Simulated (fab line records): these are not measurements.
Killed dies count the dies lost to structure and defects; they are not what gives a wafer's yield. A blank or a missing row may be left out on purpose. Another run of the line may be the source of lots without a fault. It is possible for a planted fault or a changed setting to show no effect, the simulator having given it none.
fab line records | flow sky130
record: lots: 6 | wafers: 18 | lastDay: 50
route steps=708 shown POLY_GATE@234 LDD_N@237 PAD_OPEN@708
lots untouched by any fault: they come from a run of this same line in which no faults occurred
startH: start of the lot's first displayed wafer, in hours after the record's first day | waitH: how many hours have passed since the lot's step before this one | " unchanged from the row above | L1.1+2: one row covering several wafers at once | - no value, or no start given | * or withheld: withheld | < > ~ a bound
route shown NAME@n: a module of which the file shows steps, and the number in the route of the first | usual: mean/standard deviation taken from wafers without a fault | same: alike in all rows | chamber/n: place in a boat | sites: each site's reading | _std_site: how widely they spread, as a standard deviation | _edge_site: mean of outer sites minus mean of inner sites | radiusMm: for every site, how far away it sits from the centre of the wafer | mask NAME#n: copy n | behind: the most recent tool/chamber to have shaped the wafer | hold: why the lot was held/for how many hours/how that ended | device: whichever transistor did not switch (one of n, p or np) | end of line: tests run on the same wafers once the route is complete | a step given without rows: its recipe and nothing more | killed: the dies lost at the first sort to structure and to defects; this is not the yield of the wafer | map: shows each die of a wafer: x if killed, . if not, _ if none is there
set.NAME: the run value of the setting; set.NAME@STEP: its run value at that earlier step | model.NAME: the simulator's own value behind a step, which no gauge read
lots at selected steps of the route; one table per step, one row per wafer
services: when a tool's chamber went out of use (startH, in hours from the record's first day, below 0 if earlier), for how many hours, and the reason
== steps ==
step: SKY_POLY_GATE_OXIDATION_20
recipe: tempC: 850 | ambient: O2 | stabiliseS: 600 | purgeS: 300 | targetThkA: 40 | oxTimeS: 899
step: SKY_POLY_GATE_THK_MEAS_21
recipe: reads: SiO2_of_POLY_GATE_OXIDATION_20
usual: POLY_GATE_OXIDATION_THK: 3.99/0.068
lot.wafer | tool         | chamber | startH | waitH | POLY_GATE_OXIDATION_THK[nm]
L216.1    | filmMetro-01 | -       | 403.80 | 0.0   | 4.05
L216.2    | "            | -       | "      | "     | 4.07
L216.4    | "            | -       | "      | "     | 3.99
L218.2    | filmMetro-03 | -       | 423.62 | 0.0   | 3.91
L218.4    | "            | -       | "      | "     | 3.89
L218.6    | "            | -       | "      | "     | 3.88
L227.3    | filmMetro-01 | -       | 495.32 | 0.0   | 3.99
L227.5    | "            | -       | "      | "     | 3.95
L227.6    | "            | -       | "      | "     | 4.00
L228.1    | filmMetro-02 | -       | 509.00 | 0.0   | 3.93
L228.3    | "            | -       | "      | "     | 4.02
L228.6    | "            | -       | "      | "     | 4.06
L233.2    | filmMetro-01 | -       | 545.71 | 0.0   | 4.03
L233.5    | "            | -       | "      | "     | 4.00
L233.6    | "            | -       | "      | "     | 3.92
L235.1    | filmMetro-01 | -       | 564.95 | 0.0   | 4.00
L235.4    | "            | -       | "      | "     | 3.85
L235.6    | "            | -       | "      | "     | 3.97
step: SKY_POLY_GATE_CD_MEAS_22
usual: cdNm: 150/3.1
lot.wafer | tool     | chamber | startH | waitH | cdNm
L216.1    | cdSem-01 | -       | 403.86 | 0.1   | 155
L216.2    | "        | -       | "      | "     | 153
L216.4    | "        | -       | "      | "     | 153
L218.2    | cdSem-01 | -       | 423.70 | 0.1   | 152
L218.4    | "        | -       | "      | "     | 148
L218.6    | "        | -       | "      | "     | 153
L227.3    | cdSem-01 | -       | 495.41 | 0.1   | 148
L227.5    | "        | -       | "      | "     | 148
L227.6    | "        | -       | "      | "     | 146
L228.1    | cdSem-01 | -       | 509.06 | 0.1   | 151
L228.3    | "        | -       | "      | "     | 147
L228.6    | "        | -       | "      | "     | 152
L233.2    | cdSem-02 | -       | 545.79 | 0.1   | 146
L233.5    | "        | -       | "      | "     | 146
L233.6    | "        | -       | "      | "     | 152
L235.1    | cdSem-02 | -       | 565.01 | 0.1   | 154
L235.4    | "        | -       | "      | "     | 147
L235.6    | "        | -       | "      | "     | 145
step: SKY_LDD_N_DEHYDRATE_00
recipe: tempC: 200 | timeS: 60
step: SKY_LDD_N_HMDS_01
recipe: primeTimeS: 60 | primeTempC: 120
step: SKY_LDD_N_COAT_02
recipe: resist: NOVOLAK | spinRpm: 3000 | resistThkNm: 300
step: SKY_LDD_N_SOFTBAKE_03
recipe: tempC: 90 | timeS: 57.73 | resist: NOVOLAK
step: SKY_LDD_N_EXPOSE_04
recipe: maskId: NTM | targetCdNm: 840 | na: 0.6 | sourceShape: conventional | sigmaOuter: 0.6 | doseMj: 110
step: SKY_LDD_N_PEB_05
recipe: tempC: withheld | timeS: * | resist: NOVOLAK
step: SKY_LDD_N_DEVELOP_06
recipe: developTimeS: 60 | devTempC: 23
step: SKY_LDD_N_OVL_MEAS_07
usual: LDD_N_OVL: 1.4/1.4
lot.wafer | tool       | chamber | startH | waitH | LDD_N_OVL[nm]
L216.1    | overlay-02 | -       | 433.76 | 0.1   | 1.6
L216.2    | "          | -       | "      | "     | 0.9
L216.4    | "          | -       | "      | "     | 1.2
L218.2    | overlay-02 | -       | 454.97 | 0.1   | 0.6
L218.4    | "          | -       | "      | "     | -1.3
L218.6    | "          | -       | "      | "     | 0.7
L227.3    | overlay-01 | -       | 527.13 | 0.1   | 3.4
L227.5    | "          | -       | "      | "     | 2.5
L227.6    | "          | -       | "      | "     | 0.9
L228.1    | overlay-02 | -       | 539.30 | 0.1   | -0.2
L228.3    | "          | -       | "      | "     | 0.5
L228.6    | "          | -       | "      | "     | 0.2
L233.2    | overlay-01 | -       | 574.67 | 0.1   | 0.7
L233.5    | "          | -       | "      | "     | -0.7
L233.6    | "          | -       | "      | "     | -0.3
L235.1    | overlay-02 | -       | 594.41 | 0.1   | 0.7
L235.4    | "          | -       | "      | "     | 1.7
L235.6    | "          | -       | "      | "     | 0.8
step: SKY_LDD_N_IMPLANT_08
recipe: species: As | energyKev: 20 | doseCm2: 7.5e+13 | tiltDeg: withheld | rotationDeg: 23
step: SKY_LDD_N_IMPLANT_09
recipe: species: As | energyKev: 20 | doseCm2: 7.5e+13 | tiltDeg: withheld | rotationDeg: 113
usual: doseIonsCm2: 7.5e+13/8.2e+10 | faradayCurrentUA: 424/8.6
lot.wafer | tool         | chamber | startH | waitH | doseIonsCm2 | faradayCurrentUA
L216.1    | implanter-03 | 0       | 433.94 | 0.1   | 6.806e+13   | 391
L216.2    | "            | 0       | "      | "     | 6.791e+13   | 390
L216.4    | "            | 0       | "      | "     | 6.806e+13   | 395
L218.2    | implanter-03 | 0       | 455.18 | 0.1   | 6.787e+13   | 385
L218.4    | "            | 0       | "      | "     | 6.78e+13    | 378
L218.6    | "            | 0       | "      | "     | 6.788e+13   | 388
L227.3    | implanter-01 | 0       | 527.35 | 0.1   | 7.495e+13   | 418
L227.5    | "            | 0       | "      | "     | 7.514e+13   | 417
L227.6    | "            | 0       | "      | "     | 7.501e+13   | 424
L228.1    | implanter-03 | 0       | 539.49 | 0.1   | 7.52e+13    | 433
L228.3    | "            | 0       | "      | "     | 7.5e+13     | 440
L228.6    | "            | 0       | "      | "     | 7.489e+13   | 435
L233.2    | implanter-02 | 0       | 574.88 | 0.1   | 7.511e+13   | 416
L233.5    | "            | 0       | "      | "     | 7.5e+13     | 411
L233.6    | "            | 0       | "      | "     | 7.499e+13   | 417
L235.1    | implanter-03 | 0       | 594.60 | 0.1   | 7.493e+13   | 410
L235.4    | "            | 0       | "      | "     | 7.499e+13   | 418
L235.6    | "            | 0       | "      | "     | 7.488e+13   | 433
step: SKY_LDD_N_IMPLANT_10
recipe: species: As | energyKev: 20 | doseCm2: 7.5e+13 | tiltDeg: withheld | rotationDeg: 203
step: SKY_PAD_OPEN_PROBE_99
usual: killed_at_M0_to_M3: 44/7.9 | killed_at_M4_up: 3.1/2 | killedAtContacts: 23/4.9 | killedAtFrontEnd: 15/3.9 | killedAtOther: 0.2/0.49 | killedDies: 86/10 | killedOpen: 47/7.1 | killedShort: 39/7.1
same: grossDies: 492 | killedAtBackSide: 0
lot.wafer | tool      | chamber | startH  | waitH | killed_at_M0_to_M3 | killed_at_M4_up | killedAtContacts | killedAtFrontEnd | killedAtOther | killedDies | killedOpen | killedShort | model.etest.tipN.rsOhmSq
L216.1    | prober-01 | -       | 1098.84 | 0.1   | 40                 | 3               | 30               | 16               | 1             | 90         | 48         | 42          | 450.6
L216.2    | prober-01 | -       | 1098.89 | 0.1   | 40                 | 1               | 28               | 6                | 0             | 75         | 45         | 30          | 446
L216.4    | prober-01 | -       | 1098.99 | 0.2   | 43                 | 2               | 22               | 16               | 0             | 83         | 43         | 40          | 443.7
L218.2    | prober-01 | -       | 1110.49 | 0.1   | 39                 | 3               | 28               | 14               | 0             | 84         | 33         | 50          | 446.6
L218.4    | prober-01 | -       | 1110.59 | 0.2   | 33                 | 4               | 22               | 19               | 0             | 78         | 37         | 39          | 446.8
L218.6    | prober-01 | -       | 1110.69 | 0.2   | 31                 | 0               | 24               | 18               | 1             | 74         | 33         | 41          | 444.5
L227.3    | prober-02 | -       | 1157.98 | 0.2   | 40                 | 2               | 16               | 19               | 0             | 77         | 34         | 42          | 439.9
L227.5    | prober-02 | -       | 1158.08 | 0.2   | 51                 | 3               | 23               | 23               | 0             | 100        | 59         | 41          | 438.1
L227.6    | prober-02 | -       | 1158.13 | 0.2   | 38                 | 2               | 28               | 18               | 0             | 86         | 46         | 40          | 439.8
L228.1    | prober-01 | -       | 1163.25 | 0.1   | 40                 | 2               | 28               | 21               | 0             | 91         | 60         | 31          | 447.2
L228.3    | prober-01 | -       | 1163.35 | 0.2   | 53                 | 5               | 16               | 12               | 1             | 87         | 44         | 43          | 444.7
L228.6    | prober-01 | -       | 1163.50 | 0.2   | 39                 | 4               | 21               | 19               | 0             | 83         | 53         | 30          | 444.8
L233.2    | prober-02 | -       | 1184.34 | 0.1   | 46                 | 5               | 22               | 16               | 1             | 90         | 46         | 44          | 445.2
L233.5    | prober-02 | -       | 1184.49 | 0.2   | 35                 | 6               | 22               | 16               | 0             | 79         | 42         | 37          | 443.3
L233.6    | prober-02 | -       | 1184.54 | 0.2   | 43                 | 2               | 27               | 7                | 0             | 79         | 44         | 35          | 442.4
L235.1    | prober-02 | -       | 1195.55 | 0.1   | 47                 | 6               | 18               | 19               | 0             | 90         | 52         | 38          | 431.6
L235.4    | prober-02 | -       | 1195.70 | 0.2   | 36                 | 2               | 27               | 14               | 1             | 80         | 44         | 36          | 431.4
L235.6    | prober-02 | -       | 1195.80 | 0.2   | 47                 | 5               | 20               | 16               | 0             | 88         | 51         | 37          | 436.1
killed by level:class
L216.1 LI_CONTACT:geometricParticle:open=12 VIA1:geometricParticle:open=10 LOCAL_INTERCONNECT:geometricParticle:short=7 CONTACT:geometricParticle:short=6 VIA2:geometricParticle:open=6 POLY_GATE:geometricParticle:short=5 METAL1:geometricParticle:short=5 VIA1:geometricParticle:short=5
L216.2 VIA3:geometricParticle:open=10 LOCAL_INTERCONNECT:geometricParticle:short=8 CONTACT:geometricParticle:open=7 CONTACT:geometricParticle:short=7 VIA1:geometricParticle:open=6 VIA2:geometricParticle:open=6 LI_CONTACT:geometricParticle:open=4 METAL1:geometricParticle:open=4
L216.4 CONTACT:geometricParticle:open=11 VIA1:geometricParticle:open=7 VIA3:geometricParticle:open=6 METAL1:geometricParticle:short=6 VIA2:geometricParticle:open=6 POLY_GATE:geometricParticle:short=4 METAL2:geometricParticle:short=4 METAL3:geometricParticle:short=4
L218.2 LOCAL_INTERCONNECT:geometricParticle:short=10 METAL2:geometricParticle:short=7 CONTACT:geometricParticle:short=6 CONTACT:geometricParticle:open=6 VIA1:geometricParticle:open=5 VIA1:geometricParticle:short=5 VIA2:geometricParticle:short=5 FIELD_ISO:geometricParticle:open=4
L218.4 VIA1:geometricParticle:open=9 CONTACT:geometricParticle:open=8 POLY_GATE:geometricParticle:short=6 VIA1:geometricParticle:short=6 METAL2:geometricParticle:short=5 SPACER:geometricParticle:open=4 LI_CONTACT:geometricParticle:open=4 LOCAL_INTERCONNECT:geometricParticle:short=4
L218.6 VIA1:geometricParticle:open=10 LOCAL_INTERCONNECT:geometricParticle:short=9 CONTACT:geometricParticle:short=8 FIELD_ISO:geometricParticle:short=6 CONTACT:geometricParticle:open=6 METAL2:geometricParticle:short=5 VIA3:geometricParticle:open=5 SPACER:geometricParticle:short=4
L227.3 VIA1:geometricParticle:open=10 POLY_GATE:geometricParticle:short=6 CONTACT:geometricParticle:open=6 FIELD_ISO:geometricParticle:short=5 METAL1:geometricParticle:short=5 LOCAL_INTERCONNECT:geometricParticle:short=5 VIA3:geometricParticle:short=5 VIA2:geometricParticle:open=4
L227.5 VIA1:geometricParticle:open=23 CONTACT:geometricParticle:open=8 VIA2:geometricParticle:open=8 POLY_GATE:geometricParticle:short=6 METAL2:geometricParticle:short=5 POLY_GATE:geometricParticle:open=4 LI_CONTACT:geometricParticle:short=4 LI_CONTACT:geometricParticle:open=4
L227.6 VIA1:geometricParticle:open=11 CONTACT:geometricParticle:open=9 LOCAL_INTERCONNECT:geometricParticle:short=7 VIA2:geometricParticle:open=6 VIA3:geometricParticle:open=5 SPACER:geometricParticle:short=5 METAL1:geometricParticle:short=5 LI_CONTACT:geometricParticle:open=4
L228.1 VIA1:geometricParticle:open=15 CONTACT:geometricParticle:open=12 LI_CONTACT:geometricParticle:open=9 VIA3:geometricParticle:open=6 FIELD_ISO:geometricParticle:short=5 POLY_GATE:geometricParticle:open=5 POLY_GATE:geometricParticle:short=4 CONTACT:geometricParticle:short=4
L228.3 VIA2:geometricParticle:open=8 VIA3:geometricParticle:open=7 CONTACT:geometricParticle:open=6 METAL1:geometricParticle:short=6 VIA1:geometricParticle:short=6 VIA1:geometricParticle:open=6 METAL3:geometricParticle:short=5 POLY_GATE:geometricParticle:short=4
L228.6 CONTACT:geometricParticle:open=10 VIA1:geometricParticle:open=10 VIA2:geometricParticle:open=9 FIELD_ISO:geometricParticle:open=6 VIA3:geometricParticle:open=5 METAL1:geometricParticle:short=5 POLY_GATE:geometricParticle:open=4 LI_CONTACT:geometricParticle:open=4
L233.2 CONTACT:geometricParticle:open=12 VIA1:geometricParticle:open=8 VIA1:geometricParticle:short=6 VIA2:geometricParticle:open=6 VIA3:geometricParticle:open=6 FIELD_ISO:geometricParticle:open=5 POLY_GATE:geometricParticle:short=5 METAL1:geometricParticle:short=5
L233.5 LI_CONTACT:geometricParticle:open=10 VIA2:geometricParticle:open=7 FIELD_ISO:geometricParticle:short=6 VIA1:geometricParticle:open=6 VIA2:geometricParticle:short=6 POLY_GATE:geometricParticle:short=5 METAL4:geometricParticle:short=5 CONTACT:geometricParticle:open=4
L233.6 LI_CONTACT:geometricParticle:open=8 CONTACT:geometricParticle:open=8 VIA3:geometricParticle:open=8 LOCAL_INTERCONNECT:geometricParticle:short=7 METAL2:geometricParticle:short=7 VIA2:geometricParticle:open=7 METAL1:geometricParticle:short=6 VIA1:geometricParticle:open=4
L235.1 VIA3:geometricParticle:open=10 VIA1:geometricParticle:open=9 VIA2:geometricParticle:open=7 VIA1:geometricParticle:short=6 METAL3:geometricParticle:open=6 FIELD_ISO:geometricParticle:open=5 LOCAL_INTERCONNECT:geometricParticle:short=5 CONTACT:geometricParticle:short=5
L235.4 CONTACT:geometricParticle:open=12 VIA1:geometricParticle:open=7 METAL1:geometricParticle:short=6 FIELD_ISO:geometricParticle:open=5 CONTACT:geometricParticle:short=5 METAL3:geometricParticle:short=5 METAL2:geometricParticle:short=5 VIA2:geometricParticle:open=5
L235.6 FIELD_ISO:geometricParticle:open=10 VIA1:geometricParticle:open=9 VIA2:geometricParticle:open=8 LI_CONTACT:geometricParticle:open=7 VIA3:geometricParticle:open=7 METAL2:geometricParticle:short=6 METAL3:geometricParticle:short=6 CONTACT:geometricParticle:open=5
== services ==
tool         | chamber | startH | hours | kind
implanter-02 | -       | 430.52 | 1.6   | repair
implanter-02 | -       | 437.27 | 3.5   | repair
implanter-03 | -       | 467.03 | 2.9   | repair
implanter-03 | -       | 467.85 | 12.9  | repair
implanter-02 | -       | 472.12 | 1.3   | repair
implanter-03 | -       | 480.49 | 2.9   | repair
implanter-03 | -       | 508.97 | 2.8   | repair
implanter-02 | -       | 511.91 | 2.9   | pm
implanter-02 | -       | 535.03 | 6.1   | pm
implanter-01 | -       | 546.55 | 6.4   | repair
== key ==
firstSign: step: SKY_LDD_N_IMPLANT_09 | reading: doseIonsCm2 | direction: down | sigmas: 86 | usual: * | struck: *
effect: step: SKY_LDD_N_IMPLANT_09 | reading: faradayCurrentUA | direction: down | sigmas: 4.2 | usual: 424 | struck: 388
modelEffect: step: SKY_PAD_OPEN_PROBE_99 | value: etest.tipN.rsOhmSq | without: 439.7 | struck: 446.4
metAt SKY_LDD_N_IMPLANT_09
struckWafers L216.1,L216.2,L216.4,L218.2,L218.4,L218.6
testerLeftOut L216,L218
fault: kind: processParameterDrift | tool: implanter-03 | chamber: - | onsetH: 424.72 | steps: SKY_LDD_N_IMPLANT_09 | channel: doseCm2 | offset: * | shape: step | endH: 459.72 | actsIn: * | stated: *
testerLeftOut: of these lots the tester's yield and bins aren't shown, on N5 and GAA mostly nor the transistor test; their killed dies are dies lost to structure and defects alone, not to doping, threshold or leakage, so they don't give the yield
